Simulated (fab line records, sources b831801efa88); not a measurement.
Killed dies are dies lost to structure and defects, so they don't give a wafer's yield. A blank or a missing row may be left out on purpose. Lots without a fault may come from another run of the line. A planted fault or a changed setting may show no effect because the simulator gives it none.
One fault seen from 2 desks | flow gf180mcu | each desk has only its own numbers; what lay behind them comes last

THE METROLOGY DESK
What the gauges read, lot by lot, whatever tool the lot ran on: means of the sampled wafers that have a number. A lot is out of limits, marked OUT, if its mean lies more than 4 standard deviations from the usual mean; the brackets give that distance.
Columns: A = PASSIVATION_CVD_02_THK at GF_PASSIVATION_THK_MEAS_03, usual 698 nm; B = PASSIVATION_BOW at GF_PASSIVATION_BOW_MEAS_14, usual 136 um
lot  | first seen here | A   | B
L778 | day 28 02:08    | 702 | 125
L779 | day 28 09:02    | 701 | 150
L780 | day 28 18:35    | 696 | 134
L784 | day 30 00:12    | 706 | 134
L786 | day 30 13:59    | 695 | 107
L787 | day 31 00:26    | 692 | 141
L790 | day 31 19:10    | 690 | 138
L791 | day 31 21:35    | 700 | 136
L792 | day 32 06:17    | 696 | 156
L795 | day 33 01:37    | 697 | 129
L797 | day 33 08:52    | 694 | 146
L800 | day 34 01:00    | 703 | 152
L801 | day 34 07:38    | 704 | 139
This desk's finding: nothing out of limits on any of the 13 lots.

THE TOOL OWNER'S DESK: cmp-01
The tool's own readings at GF_V5_CMP_26 (polishes, stops on SiO2, t overpolish 15 s, target thk 0 nm): means of the sampled wafers that have a number, for each lot that ran on this tool. A lot is out of limits, marked OUT, if its mean lies more than 4 standard deviations from the usual mean; the brackets give that distance.
Columns: A = motor_current_A at GF_V5_CMP_26, usual 11.2 A; B = overpolish_run_s at GF_V5_CMP_26, usual 14.999 s; C = slurry_filter_dp_kPa at GF_V5_CMP_26, usual 13.52 kPa; D = time_to_endpoint_s at GF_V5_CMP_26, usual 86 s
lot  | first seen here | A    | B      | C     | D
L778 | day 27 05:39    | 11.0 | 15.008 | 13.61 | 90
L779 | day 27 11:28    | 11.1 | 15.006 | 13.59 | 87
L780 | day 27 21:52    | 11.4 | 14.998 | 13.65 | 87
L786 | day 29 17:34    | 10.9 | 14.997 | 13.55 | 79
This desk's finding: nothing out of limits on any of the 4 lots.

PUT TOGETHER
The metrology desk saw nothing out of limits.
The tool owner's desk saw nothing out of limits.

WHAT THE SIMULATOR HAD PUT IN
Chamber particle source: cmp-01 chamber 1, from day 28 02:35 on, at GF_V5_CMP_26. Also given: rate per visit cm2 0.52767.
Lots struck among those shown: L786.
